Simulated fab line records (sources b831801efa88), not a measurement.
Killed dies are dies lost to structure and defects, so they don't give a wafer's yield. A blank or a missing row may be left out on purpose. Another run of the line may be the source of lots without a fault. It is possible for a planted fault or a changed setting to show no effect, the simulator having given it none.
One fault seen from 2 desks / flow gf180mcu / every desk sees just its own numbers, and what lay behind them comes last

## FROM THE METROLOGY DESK
Lot by lot, what the gauges showed, no matter which tool ran the lot: averages of those sampled wafers that carry a number. Any lot whose mean is over 4 standard deviations away from the usual mean is out of limits and marked OUT; that distance is given in the brackets.
Columns: A = V3_CVD_02_THK at GF_V3_THK_MEAS_03, usual 858 nm; B = V3_W_RS at GF_V3_RS_MEAS_24, usual 0.324 ohm/sq
lot=L429; first seen here=day 21 11:54; A=849; B=0.326
lot=L432; first seen here=day 22 13:09; A=852; B=0.327
lot=L433; first seen here=day 22 22:48; A=862; B=0.322
lot=L434; first seen here=day 23 08:46; A=863; B=0.324
lot=L435; first seen here=day 23 17:49; A=862; B=0.322
lot=L436; first seen here=day 24 06:46; A=883; B=0.323
lot=L437; first seen here=day 24 12:12; A=867; B=0.325
lot=L438; first seen here=day 24 17:07; A=877; B=0.323
lot=L439; first seen here=day 25 02:35; A=833; B=0.328
lot=L441; first seen here=day 25 18:52; A=839; B=0.322
lot=L442; first seen here=day 26 01:37; A=865; B=0.325
lot=L443; first seen here=day 26 08:04; A=858; B=0.334
lot=L444; first seen here=day 26 16:06; A=852; B=0.337
This desk's verdict: no lot among the 13 shows anything out of limits.

## DESK OF THE TOOL OWNER: cvd_w-01
The tool's own readings at GF_V3_CVD_23 (deposits W, target thk 350 nm, time 104.9 s): means of the sampled wafers that have a number, for each lot that ran on this tool. Any lot whose mean is over 4 standard deviations away from the usual mean is out of limits and marked OUT; that distance is given in the brackets.
Columns: A = chamber_pressure_Torr at GF_V3_CVD_23, usual 40.00 Torr; B = heater_power_w at GF_V3_CVD_23, usual 832 W
lot=L429; first seen here=day 22 13:01; A=39.97; B=778
lot=L432; first seen here=day 23 13:32; A=39.99; B=779
lot=L434; first seen here=day 24 07:55; A=39.84; B=856
lot=L435; first seen here=day 24 17:40; A=40.03; B=925
lot=L438; first seen here=day 25 16:40; A=40.12; B=780
lot=L439; first seen here=day 26 00:47; A=39.98; B=785
lot=L441; first seen here=day 26 16:55; A=39.97; B=917
lot=L442; first seen here=day 26 23:01; A=39.99; B=787
lot=L443; first seen here=day 27 05:57; A=37.71 (-27) OUT; B=722
lot=L444; first seen here=day 27 13:36; A=37.75 (-26) OUT; B=798
Finding of this desk: L443, L444 out of limits; the first was L443 at day 27 05:57, on chamber_pressure_Torr at GF_V3_CVD_23. L429, L432, L434, L435, L438, L439, L441, L442 stayed within limits.

## ALL TOGETHER
The tool owner's desk had the chance to raise an alarm at day 27 05:57 on L443, L444.
At the metrology desk, nothing out of limits was observed.
The metrology desk has L443, L444 on record, within its limits.
The lots listed all ran GF_V3_CVD_23 on cvd_w-01.

## WHAT THE SIMULATOR HAD PUT IN
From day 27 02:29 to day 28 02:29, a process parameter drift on cvd_w-01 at GF_V3_CVD_23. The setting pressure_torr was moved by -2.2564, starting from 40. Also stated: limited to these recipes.
Struck lots among those shown: L443, L444.
Delay in hours, fault start to first out-of-limits reading, by desk: the tool owner's desk at 3.
